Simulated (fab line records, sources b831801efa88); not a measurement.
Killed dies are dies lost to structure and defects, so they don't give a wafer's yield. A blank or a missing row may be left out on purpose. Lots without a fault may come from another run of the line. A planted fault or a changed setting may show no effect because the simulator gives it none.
fab line records | flow sky130
record lots=7 wafers=18 last_day=50
route steps=708 shown CONTACT@418 METAL1@434 PAD_OPEN@708
lots that met no fault: from a run of the same line without faults
start_h: hours from the record's first day to the start of the lot's first wafer shown | wait_h: hours since the lot's step before | " the same as in the row above | L1.1+2: a row that stands for several wafers | - no value, or no start given | * or withheld: withheld | < > ~ a bound
route shown NAME@n: a module of which the file shows steps, and the number in the route of the first | usual: mean/standard deviation of fault-free wafers | same: alike in all rows | chamber/n: place in a boat | sites: the reading at each site | _std_site: their standard deviation | _edge_site: outer sites' mean less inner sites' | radius_mm: how far each site lies from the wafer's centre | mask NAME#n: copy n | behind: the tool/chamber that last shaped the wafer | hold: why the lot was held/for how many hours/how that ended | device: the transistor (n, p or np) that didn't switch | end of line: the same wafers' tests at the end of the route | a step without rows: its recipe alone | killed: dies lost to structure and defects at the first sort, not the wafer's yield | map: a wafer's dies, x killed, . not, _ none there
set.NAME: the setting as run; set.NAME@STEP: as run at that earlier step | model.NAME: the simulator's own value behind a step, which no gauge read
lots at some steps of the route; a table a step, a row a wafer
services: from which hour (start_h, from the record's first day; less than 0 if before it) a tool's chamber was out of use, for how many hours, and why
## steps
# step SKY_CONTACT_PEB_12
# recipe peb_temp_c=withheld peb_time_s=withheld resist=KrF-thick
# step SKY_CONTACT_DEVELOP_13
# recipe develop_time_s=60 resist=KrF-thick dev_temp_c=21
# step SKY_CONTACT_CD_MEAS_14
# recipe target_cd_nm=170
# usual cd_nm=170.0/1.8
# columns lot.wafer tool chamber start_h wait_h cd_nm
L677.1 cd_sem-01 - 790.98 - 171.9
L677.5 " - " " 172.7
L677.6 " - " " 171.3
L678.1 cd_sem-01 - 792.23 - 173.2
L678.2 " - " " 173.1
L678.6 " - " " 173.0
L681.1 cd_sem-02 - 828.01 - 168.5
L681.6 " - " " 168.9
L684.2 cd_sem-02 - 837.20 - 169.0
L684.5 " - " " 169.4
L682.1 cd_sem-02 - 837.76 - 167.2
L682.6 " - " " 168.4
L688.2 cd_sem-02 - 865.77 - 171.7
L688.3 " - " " 172.0
L688.5 " - " " 170.7
L692.2 cd_sem-02 - 895.52 - 168.4
L692.5 " - " " 168.1
L692.6 " - " " 169.6
# step SKY_CONTACT_OVL_MEAS_15
# usual CONTACT_OVL=-1/5.8
# columns lot.wafer tool chamber start_h wait_h CONTACT_OVL[nm]
L677.1 overlay-02 - 791.10 0.1 -6
L677.5 " - " " 4
L677.6 " - " " -4
L678.1 overlay-02 - 792.35 0.1 -5
L678.2 " - " " -9
L678.6 " - " " -10
L681.1 overlay-02 - 828.13 0.1 -3
L681.6 " - " " 3
L684.2 overlay-02 - 837.31 0.1 -4
L684.5 " - " " 6
L682.1 overlay-02 - 837.88 0.1 -4
L682.6 " - " " -6
L688.2 overlay-01 - 865.87 0.1 0
L688.3 " - " " 8
L688.5 " - " " 6
L692.2 overlay-01 - 895.62 0.1 1
L692.5 " - " " -1
L692.6 " - " " -2
# step SKY_CONTACT_ETCH_16
# recipe chemistry=N2/H2 target=BARC ion_energy_ev=200 source_w=500 bias_w=100 pressure_mtorr=30 n2_flow_sccm=100 h2_flow_sccm=200 stop_on=SiO2 time_s=45.9 target_depth_a=600
# usual drypump_motor_current_A=5.8/0.38 oes_product_au=0.855/0.0045 throttle_valve_pct=13.224/0.0079
# columns lot.wafer tool chamber start_h wait_h drypump_motor_current_A oes_product_au rf_hours_counter_h throttle_valve_pct
L677.1 rie_diel-01 1 791.14 0.0 6.0 0.856 12 13.229
L677.5 " 2 " " 5.6 0.856 - 13.224
L677.6 " 3 " " 6.4 0.862 - 13.223
L678.1 rie_diel-03 1 792.39 0.0 6.2 0.856 8 13.221
L678.2 " 2 " " 5.7 0.856 18 13.232
L678.6 " 0 " " 5.0 0.852 - 13.219
L681.1 rie_diel-04 1 828.17 0.0 5.2 0.856 6 13.222
L681.6 " 1 " " 5.2 0.849 - 13.235
L684.2 rie_diel-03 1 837.34 0.0 6.2 0.855 10 13.222
L684.5 " 1 " " 6.2 0.854 - 13.228
L682.1 rie_diel-01 3 837.92 0.0 6.4 0.859 16 13.232
L682.6 " 1 " " 6.0 0.853 - 13.222
L688.2 rie_diel-03 1 865.90 0.0 6.1 0.851 11 13.218
L688.3 " 3 " " 6.0 0.858 3 13.212
L688.5 " 2 " " 5.7 0.856 - 13.215
L692.2 rie_diel-01 2 895.65 0.0 5.6 0.858 10 13.227
L692.5 " 0 " " 5.8 0.865 - 13.220
L692.6 " 3 " " 6.4 0.856 - 13.236
# step SKY_CONTACT_ETCH_17
# recipe target=SiO2 chemistry=C4F8/O2/Ar stop_on=Si3N4 mask_material=KrF-thick source_w=1500 bias_w=1200 pressure_mtorr=40 c4f8_flow_sccm=withheld O2_flow_sccm=6 Ar_flow_sccm=300 time_s=withheld target_depth_a=3400
# usual oes_product_au=0.891/0.0051
# columns lot.wafer tool chamber start_h wait_h oes_product_au
L677.1 rie_diel-01 1 791.18 0.0 0.889
L677.5 " 2 " " 0.893
L677.6 " 3 " " 0.891
L678.1 rie_diel-03 1 792.43 0.0 0.881
L678.2 " 2 " " 0.893
L678.6 " 0 " " 0.891
L681.1 rie_diel-04 1 828.21 0.0 0.891
L681.6 " 1 " " 0.895
L684.2 rie_diel-03 1 837.38 0.0 0.894
L684.5 " 1 " " 0.891
L682.1 rie_diel-01 3 837.96 0.0 0.890
L682.6 " 1 " " 0.891
L688.2 rie_diel-03 1 865.94 0.0 0.893
L688.3 " 3 " " 0.901
L688.5 " 2 " " 0.889
L692.2 rie_diel-01 2 895.69 0.0 0.890
L692.5 " 0 " " 0.892
L692.6 " 3 " " 0.894
# step SKY_CONTACT_ETCH_18
# recipe target=Si3N4 chemistry=CHF3/O2 stop_on=TiN source_w=600 bias_w=200 pressure_mtorr=40 chf3_flow_sccm=50 O2_flow_sccm=5 time_s=39 target_depth_a=750
# usual drypump_motor_current_A=5.8/0.38 oes_product_au=0.856/0.0075 throttle_valve_pct=8.795/0.011
# columns lot.wafer tool chamber start_h wait_h drypump_motor_current_A oes_product_au rf_hours_counter_h throttle_valve_pct
L677.1 rie_diel-01 1 - - 6.0 0.851 12 8.791
L677.5 " 2 " " 5.6 0.858 - 8.795
L677.6 " 3 " " 6.4 0.852 - 8.783
L678.1 rie_diel-03 1 - - 6.2 0.851 8 8.785
L678.2 " 2 " " 5.8 0.844 18 8.812
L678.6 " 0 " " 5.0 0.857 - 8.804
L681.1 rie_diel-04 1 - - 5.2 0.860 6 8.798
L681.6 " 1 " " 5.2 0.861 - 8.784
L684.2 rie_diel-03 1 - - 6.1 0.855 10 8.799
L684.5 " 1 " " 6.2 0.872 - 8.798
L682.1 rie_diel-01 3 - - 6.5 0.854 16 8.786
L682.6 " 1 " " 6.0 0.861 - 8.799
L688.2 rie_diel-03 1 - - 6.2 0.849 11 8.785
L688.3 " 3 " " 6.0 0.855 3 8.776
L688.5 " 2 " " 5.7 0.857 - 8.789
L692.2 rie_diel-01 2 - - 5.6 0.844 10 8.798
L692.5 " 0 " " 5.8 0.857 - 8.786
L692.6 " 3 " " 6.5 0.859 - 8.813
# step SKY_CONTACT_STRIP_19
# recipe chemistry=O2/N2 power_w=1400 pressure_mtorr=1500 platen_temp_c=withheld o2_flow_sccm=3000 n2_flow_sccm=300 overash_fraction=0.5
# step SKY_CONTACT_STRIP_20
# recipe chemistry=post_etch_residue_remover time_s=1200 temp_c=72.5
# step SKY_CONTACT_CLEAN_21
# recipe chemistry=IPA time_s=180 temp_c=25
# step SKY_CONTACT_CLEAN_22
# recipe chemistry=O3/DIW dry=n2_spin
# step SKY_CONTACT_SPUTTER_23
# recipe material=TiN target_thk_nm=20 chamber_pressure_pa=5 power_w=4000 time_s=80
# usual throttle_valve_pct=30.0/1
# columns lot.wafer tool chamber start_h wait_h throttle_valve_pct
L677.1 pvd_sputter-02 - 792.22 0.0 30.0
L677.5 " - " " 31.0
L677.6 " - " " 28.6
L678.1 pvd_sputter-02 - 793.47 0.0 31.1
L678.2 " - " " 30.6
L678.6 " - " " 30.7
L681.1 pvd_sputter-03 - 828.89 0.0 30.8
L681.6 " - " " 29.8
L684.2 pvd_sputter-03 - 838.06 0.0 31.4
L684.5 " - " " 30.0
L682.1 pvd_sputter-03 - 838.64 0.0 31.5
L682.6 " - " " 29.9
L688.2 pvd_sputter-01 - 866.63 0.0 30.8
L688.3 " - " " 28.1
L688.5 " - " " 30.1
L692.2 pvd_sputter-02 - 896.38 0.0 31.1
L692.5 " - " " 28.7
L692.6 " - " " 30.9
# step SKY_CONTACT_CVD_24
# recipe material=W target_thk_nm=340 time_s=102.12 temp_c=400 pressure_torr=40
# usual heater_power_w=813/54
# columns lot.wafer tool chamber start_h wait_h heater_power_w model.W_of_CONTACT_CVD_24.thk_nm
L677.1 cvd_w-02 1 792.28 0.0 793 337.2
L677.5 " 0 " " 910 340.8
L677.6 " 1 " " 800 331.8
L678.1 cvd_w-01 0 793.53 0.0 758 345.3
L678.2 " 1 " " 768 351.2
L678.6 " 1 " " 784 353.7
L681.1 cvd_w-02 0 828.95 0.0 907 337.2
L681.6 " 1 " " 805 199.8
L684.2 cvd_w-02 0 838.12 0.0 915 343.4
L684.5 " 1 " " 786 208.2
L682.1 cvd_w-02 1 838.70 0.0 819 337.5
L682.6 " 1 " " 823 209.4
L688.2 cvd_w-01 0 866.69 0.0 763 346.9
L688.3 " 1 " " 781 348
L688.5 " 0 " " 765 345.6
L692.2 cvd_w-01 0 896.48 0.1 770 342.6
L692.5 " 0 " " 764 345.3
L692.6 " 0 " " 749 344.8
# step SKY_CONTACT_RS_MEAS_25
# recipe thk_meas_gauge=four-point-probe reads=W_of_CONTACT_CVD_24+TiN_of_CONTACT_SPUTTER_23
# usual CONTACT_W_RS=0.336/0.0062
# columns lot.wafer tool chamber start_h wait_h hold CONTACT_W_RS[ohm/sq]
L677.1 film_metro-03 - 792.39 0.1 - 0.341
L677.5 " - " " - 0.337
L677.6 " - " " - 0.346
L678.1 film_metro-01 - 793.64 0.1 - 0.332
L678.2 " - " " - 0.327
L678.6 " - " " - 0.325
L681.1 film_metro-03 - 829.06 0.1 await_dispo/0.2h/release 0.341
L681.6 " - " " await_dispo/0.2h/release 0.580
L681.1 film_metro-03 - 829.35 0.3 - 0.341
L681.6 " - " " - 0.580
L684.2 film_metro-04 - 838.25 0.1 await_dispo/0.2h/release 0.335
L684.5 " - " " await_dispo/0.2h/release 0.555
L684.2 film_metro-04 - 838.54 0.3 - 0.335
L684.5 " - " " - 0.554
L682.1 film_metro-04 - 838.81 0.1 await_dispo/0.2h/release 0.340
L682.6 " - " " await_dispo/0.2h/release 0.550
L682.1 film_metro-04 - 839.10 0.3 - 0.340
L682.6 " - " " - 0.552
L688.2 film_metro-03 - 866.82 0.1 - 0.331
L688.3 " - " " - 0.330
L688.5 " - " " - 0.333
L692.2 film_metro-03 - 896.68 0.2 - 0.336
L692.5 " - " " - 0.333
L692.6 " - " " - 0.334
# step SKY_CONTACT_THK_MEAS_26
# recipe thk_meas_gauge=xrf reads=W_of_CONTACT_CVD_24
# usual CONTACT_W_THK=344/7
# columns lot.wafer tool chamber start_h wait_h hold CONTACT_W_THK[nm]
L677.1 film_metro-03 - 792.51 0.1 - 342
L677.5 " - " " - 347
L677.6 " - " " - 336
L678.1 film_metro-01 - 793.76 0.1 - 346
L678.2 " - " " - 354
L678.6 " - " " - 354
L681.1 film_metro-03 - 834.22 4.9 await_dispo/0.2h/release 341
L681.6 " - " " await_dispo/0.2h/release 202
L681.1 film_metro-03 - 834.45 0.2 - 341
L681.6 " - " " - 201
L682.1 film_metro-04 - 842.63 3.5 await_dispo/0.2h/release 338
L682.6 " - " " await_dispo/0.2h/release 209
L682.1 film_metro-04 - 842.89 0.2 - 337
L682.6 " - " " - 208
L684.2 film_metro-04 - 842.90 4.3 await_dispo/0.2h/release 345
L684.5 " - " " await_dispo/0.2h/release 210
L684.2 film_metro-04 - 843.13 0.2 - 342
L684.5 " - " " - 208
L688.2 film_metro-03 - 866.93 0.1 - 355
L688.3 " - " " - 357
L688.5 " - " " - 354
L692.2 film_metro-03 - 896.79 0.1 - 347
L692.5 " - " " - 350
L692.6 " - " " - 352
# step SKY_CONTACT_CMP_27
# recipe stop_on=SiO2 t_overpolish_s=15 down_force_psi=3.5 platen_rpm=60 target_thk_nm=0 pad_velocity_m_s=0.94248
# usual motor_current_A=11.8/0.8 time_to_endpoint_s=81/4.4
# columns lot.wafer tool chamber start_h wait_h hold motor_current_A time_to_endpoint_s
L677.1 cmp-01 2 792.62 0.1 - 12.8 82
L677.5 " 1 " " - 11.6 82
L677.6 " 2 " " - 12.0 78
L678.1 cmp-02 1 793.82 0.1 - 10.2 83
L678.2 " 3 " " - 12.0 85
L678.6 " 2 " " - 12.0 86
L681.1 cmp-02 1 838.23 3.8 await_dispo/3.3h/release 9.6 78
L681.6 " 2 " " await_dispo/3.3h/release 11.3 50
L682.1 cmp-01 2 844.61 1.7 await_dispo/1.7h/release 12.7 76
L682.6 " 2 " " await_dispo/1.7h/release 12.4 48
L684.2 cmp-01 3 846.69 3.6 await_dispo/3.5h/release 11.8 84
L684.5 " 0 " " await_dispo/3.5h/release 11.5 44
L688.2 cmp-01 3 867.48 0.5 - 12.5 82
L688.3 " 0 " " - 11.2 78
L688.5 " 1 " " - 11.9 80
L692.2 cmp-02 1 896.99 0.2 - 9.9 80
L692.5 " 2 " " - 11.6 82
L692.6 " 3 " " - 12.8 77
# step SKY_METAL1_SPUTTER_00
# recipe material=Ti target_thk_nm=15 power_w=3000 time_s=10 chamber_pressure_pa=0.4
# usual throttle_valve_pct=30.0/1.3
# columns lot.wafer tool chamber start_h wait_h throttle_valve_pct
L677.1 pvd_sputter-03 - 792.87 0.2 30.8
L677.5 " - " " 29.8
L677.6 " - " " 31.6
L678.1 pvd_sputter-04 - 794.12 0.2 31.2
L678.2 " - " " 31.5
L678.6 " - " " 28.4
L681.1 pvd_sputter-04 - 838.38 0.1 28.4
L681.6 " - " " 28.5
L682.1 pvd_sputter-04 - 844.91 0.2 28.7
L682.6 " - " " 31.3
L684.2 pvd_sputter-04 - 846.99 0.2 28.2
L684.5 " - " " 28.8
L688.2 pvd_sputter-02 - 867.68 0.1 31.0
L688.3 " - " " 28.6
L688.5 " - " " 28.8
L692.2 pvd_sputter-04 - 897.14 0.1 31.2
L692.5 " - " " 31.4
L692.6 " - " " 28.9
# step SKY_PAD_OPEN_PROBE_99
# usual killed_at_M0_to_M3=44/7.5 killed_at_M4_up=2.9/1.8 killed_at_contacts=24/5.1 killed_at_front_end=16/4.7 killed_at_other=0.3/0.46 killed_dies=87/9.9 killed_open=47/8 killed_short=39/6.3
# same gross_dies=492 killed_at_back_side=0
# columns lot.wafer tool chamber start_h wait_h killed_at_M0_to_M3 killed_at_M4_up killed_at_contacts killed_at_front_end killed_at_other killed_dies killed_open killed_short
L677.1 prober-02 - 1117.30 0.1 41 5 14 10 0 70 31 39
L677.5 prober-02 - 1117.50 0.2 43 4 32 10 1 90 41 49
L677.6 prober-02 - 1117.55 0.2 30 5 14 17 1 67 28 39
L678.1 prober-01 - 1119.86 0.1 40 7 28 11 0 86 37 49
L678.2 prober-01 - 1119.91 0.1 44 3 38 11 1 97 54 43
L678.6 prober-01 - 1120.11 0.2 49 2 20 14 0 85 45 39
L681.1 prober-02 - 1145.25 0.1 46 1 22 16 0 85 47 38
L681.6 prober-02 - 1145.50 0.2 38 2 20 28 0 88 44 43
L684.2 prober-02 - 1151.27 0.1 49 3 23 18 0 93 48 45
L684.5 prober-02 - 1151.42 0.2 55 6 33 15 1 110 52 58
L682.1 prober-02 - 1154.20 0.1 38 0 17 11 0 66 45 21
L682.6 prober-02 - 1154.45 0.2 40 6 22 18 0 86 46 40
L688.2 prober-02 - 1173.93 0.1 58 2 29 17 0 106 60 46
L688.3 prober-02 - 1173.98 0.2 41 2 28 14 1 86 37 48
L688.5 prober-02 - 1174.08 0.2 49 5 30 9 0 93 50 42
L692.2 prober-02 - 1192.35 0.1 46 2 25 21 1 95 56 39
L692.5 prober-02 - 1192.50 0.2 56 2 19 9 0 86 51 35
L692.6 prober-02 - 1192.55 0.2 46 3 29 12 0 90 57 33
# killed by level:class
L677.1 VIA1:geometric_particle:open=7 METAL1:geometric_particle:short=7 CONTACT:geometric_particle:open=6 METAL2:geometric_particle:short=6 FIELD_ISO:geometric_particle:short=5 VIA2:geometric_particle:short=5 LI_CONTACT:geometric_particle:open=4 VIA3:geometric_particle:open=4
L677.5 CONTACT:geometric_particle:open=11 METAL1:geometric_particle:short=9 CONTACT:geometric_particle:short=8 METAL2:geometric_particle:short=8 LI_CONTACT:geometric_particle:open=7 VIA1:geometric_particle:open=6 VIA3:geometric_particle:open=6 VIA2:geometric_particle:open=5
L677.6 METAL2:geometric_particle:short=8 FIELD_ISO:geometric_particle:open=7 LOCAL_INTERCONNECT:geometric_particle:short=5 CONTACT:geometric_particle:open=5 FIELD_ISO:geometric_particle:short=4 METAL1:geometric_particle:short=4 POLY_GATE:geometric_particle:short=3 LI_CONTACT:geometric_particle:open=3
L678.1 CONTACT:geometric_particle:open=10 METAL2:geometric_particle:short=10 METAL4:geometric_particle:short=7 VIA1:geometric_particle:open=6 LOCAL_INTERCONNECT:geometric_particle:short=6 CONTACT:geometric_particle:short=5 VIA2:geometric_particle:open=4 LI_CONTACT:geometric_particle:open=4
L678.2 LI_CONTACT:geometric_particle:open=12 CONTACT:geometric_particle:open=11 VIA1:geometric_particle:open=9 CONTACT:geometric_particle:short=7 METAL3:geometric_particle:short=6 VIA2:geometric_particle:open=6 VIA3:geometric_particle:open=5 METAL2:geometric_particle:short=5
L678.6 VIA1:geometric_particle:open=11 VIA2:geometric_particle:open=9 CONTACT:geometric_particle:open=8 FIELD_ISO:geometric_particle:short=7 VIA1:geometric_particle:short=7 METAL2:geometric_particle:short=7 LI_CONTACT:geometric_particle:open=5 METAL1:geometric_particle:short=4
L681.1 VIA1:geometric_particle:open=12 LI_CONTACT:geometric_particle:open=7 VIA3:geometric_particle:open=7 CONTACT:geometric_particle:open=7 METAL1:geometric_particle:short=6 VIA1:geometric_particle:short=5 FIELD_ISO:geometric_particle:open=4 POLY_GATE:geometric_particle:short=4
L681.6 VIA1:geometric_particle:open=9 POLY_GATE:geometric_particle:short=7 FIELD_ISO:geometric_particle:open=6 POLY_GATE:geometric_particle:open=6 FIELD_ISO:geometric_particle:short=5 LI_CONTACT:geometric_particle:open=5 LOCAL_INTERCONNECT:geometric_particle:short=5 VIA1:geometric_particle:short=5
L684.2 VIA3:geometric_particle:open=13 LI_CONTACT:geometric_particle:open=7 VIA1:geometric_particle:open=7 POLY_GATE:geometric_particle:open=5 LOCAL_INTERCONNECT:geometric_particle:short=5 CONTACT:geometric_particle:short=5 CONTACT:geometric_particle:open=5 VIA3:geometric_particle:short=5
L684.5 VIA1:geometric_particle:short=12 VIA3:geometric_particle:short=11 CONTACT:geometric_particle:open=10 VIA3:geometric_particle:open=9 LI_CONTACT:geometric_particle:open=8 VIA1:geometric_particle:open=7 FIELD_ISO:geometric_particle:open=6 CONTACT:geometric_particle:short=6
L682.1 VIA1:geometric_particle:open=10 VIA2:geometric_particle:open=8 CONTACT:geometric_particle:open=7 VIA3:geometric_particle:open=7 FIELD_ISO:geometric_particle:short=4 LI_CONTACT:geometric_particle:open=4 VIA1:geometric_particle:short=4 LOCAL_INTERCONNECT:geometric_particle:short=3
L682.6 VIA1:geometric_particle:open=9 CONTACT:geometric_particle:open=9 POLY_GATE:geometric_particle:short=6 VIA2:geometric_particle:open=6 VIA3:geometric_particle:open=6 LOCAL_INTERCONNECT:geometric_particle:short=5 METAL1:geometric_particle:short=5 FIELD_ISO:geometric_particle:open=4
L688.2 VIA2:geometric_particle:open=14 LI_CONTACT:geometric_particle:open=10 METAL1:geometric_particle:short=8 VIA1:geometric_particle:open=7 CONTACT:geometric_particle:open=7 VIA3:geometric_particle:open=7 METAL2:geometric_particle:short=6 LOCAL_INTERCONNECT:geometric_particle:short=5
L688.3 VIA3:geometric_particle:open=9 VIA1:geometric_particle:open=8 CONTACT:geometric_particle:short=7 METAL1:geometric_particle:short=6 METAL2:geometric_particle:short=6 CONTACT:geometric_particle:open=6 FIELD_ISO:geometric_particle:short=5 LOCAL_INTERCONNECT:geometric_particle:short=5
L688.5 CONTACT:geometric_particle:open=12 VIA1:geometric_particle:open=11 LI_CONTACT:geometric_particle:open=9 METAL1:geometric_particle:short=8 METAL2:geometric_particle:short=5 VIA3:geometric_particle:short=5 CONTACT:geometric_particle:short=4 VIA2:geometric_particle:short=4
L692.2 CONTACT:geometric_particle:open=9 VIA1:geometric_particle:open=9 VIA3:geometric_particle:open=8 POLY_GATE:geometric_particle:short=7 LI_CONTACT:geometric_particle:open=6 METAL1:geometric_particle:short=6 FIELD_ISO:geometric_particle:open=5 METAL2:geometric_particle:short=5
L692.5 VIA1:geometric_particle:open=15 VIA2:geometric_particle:open=10 VIA3:geometric_particle:open=8 CONTACT:geometric_particle:open=7 LI_CONTACT:geometric_particle:open=6 METAL2:geometric_particle:short=5 VIA3:geometric_particle:short=5 CONTACT:geometric_particle:short=4
L692.6 VIA1:geometric_particle:open=18 CONTACT:geometric_particle:open=11 LI_CONTACT:geometric_particle:open=8 FIELD_ISO:geometric_particle:open=5 VIA3:geometric_particle:short=5 VIA1:geometric_particle:short=5 POLY_GATE:geometric_particle:short=4 LOCAL_INTERCONNECT:geometric_particle:short=4
## services
# columns tool chamber start_h hours kind
pvd_sputter-02 3 769.90 - consumable_replace:kit
pvd_sputter-02 3 769.90 18.0 scheduled_down
pvd_sputter-02 3 769.90 18.0 vent_cycle
pvd_sputter-01 - 789.80 9.3 repair
cvd_w-02 1 801.05 2.5 repair
rie_diel-03 2 803.68 7.2 repair
pvd_sputter-03 3 811.71 - consumable_replace:kit
rie_diel-04 0 815.97 15.1 repair
rie_diel-03 2 818.76 19.9 repair
rie_diel-04 - 822.53 2.8 repair
cmp-02 - 826.83 1.9 repair
pvd_sputter-03 - 830.58 4.7 repair
pvd_sputter-01 - 836.60 7.2 repair
rie_diel-04 3 844.48 1.9 repair
cmp-02 - 856.16 11.8 repair
rie_diel-03 0 863.22 7.2 repair
rie_diel-01 0 865.54 - clean
rie_diel-01 0 865.54 24.9 scheduled_down
rie_diel-01 0 865.54 24.9 vent_cycle
cmp-02 - 867.97 5.5 pm
cvd_w-01 1 881.65 16.4 repair
pvd_sputter-02 - 883.96 8.4 repair
pvd_sputter-03 - 889.65 2.6 repair
rie_diel-03 1 895.96 8.0 repair
## key
first_sign step=SKY_CONTACT_RS_MEAS_25 reading=visit direction=added
effect step=SKY_CONTACT_RS_MEAS_25 reading=CONTACT_W_RS direction=up sigmas=36 usual=0.336 struck=0.562
effect step=SKY_CONTACT_THK_MEAS_26 reading=visit direction=added
effect step=SKY_CONTACT_THK_MEAS_26 reading=CONTACT_W_THK direction=down sigmas=20 usual=344 struck=207
effect step=SKY_CONTACT_CMP_27 reading=time_to_endpoint_s direction=down sigmas=7.7 usual=* struck=*
model_effect step=SKY_CONTACT_CVD_24 value=W_of_CONTACT_CVD_24.thk_nm without=332.8 struck=205.8
met_at SKY_CONTACT_CVD_24
struck_wafers L681.6,L682.6,L684.5
tester_left_out L681,L682,L684
onset_between 792.28 828.95
fault kind=process_parameter_drift tool=cvd_w-02 chamber=- onset_h=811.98 steps=SKY_CONTACT_CVD_24 channel=target_thk_nm offset=-127.82 shape=step end_h=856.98 scope=struck_wafers_only acts_in=these_recipes_only stated=340
# tester_left_out: of these lots the tester's yield and bins aren't shown, on N5 and GAA mostly nor the transistor test; their killed dies are dies lost to structure and defects alone, not to doping, threshold or leakage, so they don't give the yield
